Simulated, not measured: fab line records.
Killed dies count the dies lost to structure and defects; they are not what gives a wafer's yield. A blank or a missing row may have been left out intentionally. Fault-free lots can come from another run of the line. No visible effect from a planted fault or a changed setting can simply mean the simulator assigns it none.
Split-lot study + flow sfqLine + route with 325 steps; 5 lots, 23 wafers read

== SPLIT DETAILS ==
At SFQ_TRILAYER_I2_VIA_LITHO_EXPOSE_068 (exposes mask I2, target cd 500 nm), the setting doseMj was moved away from the recipe's 21.3 on 10 of the 23 wafers read, by -7.5% to +7.2%. This setting was run at the recipe's value on the other wafers.

== FROM THE SPLIT TO THE READING: what the file shows between them, 3 steps ==
- SFQ_TRILAYER_I2_VIA_LITHO_PEB_070: peb time 60 s
- SFQ_TRILAYER_I2_VIA_LITHO_DEVELOP_069: time 60 s
- SFQ_TRILAYER_I2_VIA_BARC_OPEN_VIA_ETCH_096: etches BARC in O2, target depth 125 nm, time 41.7 s

== THE READING ==
I2.cdNm (the simulator's own value, which no gauge read), in nm, at SFQ_TRILAYER_I2_VIA_ETCH_VIA_ETCH_070 (etches SiO2 in CHF3, stops on Nb, target depth 260 nm). The file does not state a usual value for it. Across the 13 wafers here that went through the recipe, the average is 500.2 nm and the standard deviation 1.4 nm.

| wafer  | tool, chamber at the split | doseMj as run | against the recipe | I2.cdNm, nm | against lot-mates on the recipe |
|--------|----------------------------|---------------|--------------------|-------------|---------------------------------|
| L075.1 | krfScanner-01, 0           | 22.22         | +4.3%              | 509.5       | +8.4                            |
| L075.3 | krfScanner-01, 0           | 21.3          | recipe             | 499.3       | -                               |
| L075.4 | krfScanner-01, 0           | 22.22         | +4.3%              | 506.8       | +5.8                            |
| L075.5 | krfScanner-01, 0           | 21.3          | recipe             | 502.8       | -                               |
| L075.6 | krfScanner-01, 0           | 22.22         | +4.3%              | 505.8       | +4.8                            |
| L079.1 | krfScanner-02, 0           | 21.3          | recipe             | 499.5       | -                               |
| L079.4 | krfScanner-02, 0           | 21.3          | recipe             | 500.6       | -                               |
| L079.6 | krfScanner-02, 0           | 21.3          | recipe             | 502.7       | -                               |
| L080.1 | krfScanner-02, 0           | 22.83         | +7.2%              | 513.1       | +13.6                           |
| L080.3 | krfScanner-02, 0           | 21.3          | recipe             | 500.2       | -                               |
| L080.4 | krfScanner-02, 0           | 22.83         | +7.2%              | 509.9       | +10.4                           |
| L080.5 | krfScanner-02, 0           | 21.3          | recipe             | 498.3       | -                               |
| L080.6 | krfScanner-02, 0           | 21.3          | recipe             | 500         | -                               |
| L081.1 | krfScanner-02, 0           | 20.64         | -3.1%              | 497.8       | -2.9                            |
| L081.2 | krfScanner-02, 0           | 21.3          | recipe             | 500.5       | -                               |
| L081.3 | krfScanner-02, 0           | 21.3          | recipe             | 501.3       | -                               |
| L081.4 | krfScanner-02, 0           | 20.64         | -3.1%              | 493.9       | -6.8                            |
| L081.6 | krfScanner-02, 0           | 21.3          | recipe             | 500.2       | -                               |
| L085.2 | krfScanner-02, 0           | 19.71         | -7.5%              | 486         | -12.9                           |
| L085.3 | krfScanner-02, 0           | 19.71         | -7.5%              | 486.6       | -12.3                           |
| L085.4 | krfScanner-02, 0           | 19.71         | -7.5%              | 485.8       | -13.1                           |
| L085.5 | krfScanner-02, 0           | 21.3          | recipe             | 500.2       | -                               |
| L085.6 | krfScanner-02, 0           | 21.3          | recipe             | 497.6       | -                               |

FIT RESULTS
A straight line over all 23 wafers: I2.cdNm changes by +1.73 nm for each +1% of doseMj; r = +0.97; the points scatter about the line by 1.6 nm.
The same after taking each lot's own level away (the mean of its wafers on the recipe; 23 wafers): +1.65 nm for each +1%; r = +0.98; scatter 1.4 nm.
Per that fit: largest doseMj move, reading shift of 12 nm.
Measured against the standard deviation above, the lots' own levels, which go from 498.90 to 501.05 nm, span 1.5 times it.
Consequently the slope shifts little with the lot-to-lot level, the two slopes agreeing.
Check: for one of the wafers moved furthest among these (-7.5%), held out of the fit, the line's prediction against its lot-mates is -12.3 nm. It came out at -12.9 nm against them.

== OTHER SPLITS APPLIED TO THESE WAFERS ==
Other splits were also applied to these wafers ahead of the reading. Each is held against what the fit with the lots' levels taken away leaves over:
| other split on the same wafers                   | wafers away from the commonest value | r with I2.cdNm (lot level and that fit taken away) |
|--------------------------------------------------|--------------------------------------|----------------------------------------------------|
| SFQ_TRILAYER_INCOMING_OXIDATION_002 tempC        | 10                                   | -0.04                                              |
| SFQ_TRILAYER_L0_LITHO_COAT_005 spinRpm           | 7                                    | -0.11                                              |
| SFQ_TRILAYER_L0_BARC_OPEN_METAL_ETCH_010 icpW    | 7                                    | +0.21                                              |
| SFQ_TRILAYER_L0_VIA_BARC_OPEN_VIA_ETCH_021 timeS | 8                                    | -0.07                                              |
| SFQ_TRILAYER_M0_LITHO_COAT_026 spinRpm           | 8                                    | +0.32                                              |
| SFQ_TRILAYER_M0_LITHO_EXPOSE_022 doseMj          | 7                                    | -0.09                                              |
| SFQ_TRILAYER_I0_VIA_LITHO_COAT_036 resistThkNm   | 8                                    | -0.24                                              |
| SFQ_TRILAYER_M1_LITHO_COAT_044 spinRpm           | 10                                   | -0.02                                              |
| SFQ_TRILAYER_M1_BARC_OPEN_METAL_ETCH_054 timeS   | 9                                    | -0.37                                              |
| SFQ_TRILAYER_I1_VIA_LITHO_COAT_049 spinRpm       | 11                                   | -0.18                                              |
| SFQ_TRILAYER_I1_VIA_BARC_OPEN_VIA_ETCH_071 timeS | 11                                   | +0.00                                              |
| SFQ_TRILAYER_M2_LITHO_COAT_057 resistThkNm       | 5                                    | -0.09                                              |

== THE WHOLE CHAIN: every reading that the file lists as answering this split, in the file's order ==
| step                                       | what it does                                          | reading                                                  | change (the file's fit)              | r (the file's) |
|--------------------------------------------|-------------------------------------------------------|----------------------------------------------------------|--------------------------------------|----------------|
| SFQ_TRILAYER_I2_VIA_BARC_OPEN_VIA_ETCH_096 | etches BARC in O2, target depth 125 nm, time 41.7 s   | I2.cdNm (the simulator's own value, which no gauge read) | +1.72 nm for each +1% of the setting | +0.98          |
| SFQ_TRILAYER_I2_VIA_ETCH_VIA_ETCH_070      | etches SiO2 in CHF3, stops on Nb, target depth 260 nm | I2.cdNm (the simulator's own value, which no gauge read) | +1.65 nm for each +1% of the setting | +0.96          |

== THE FILE'S OWN FIT ==
I2.cdNm changes by +1.65 nm for each +1% of doseMj, r = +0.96.
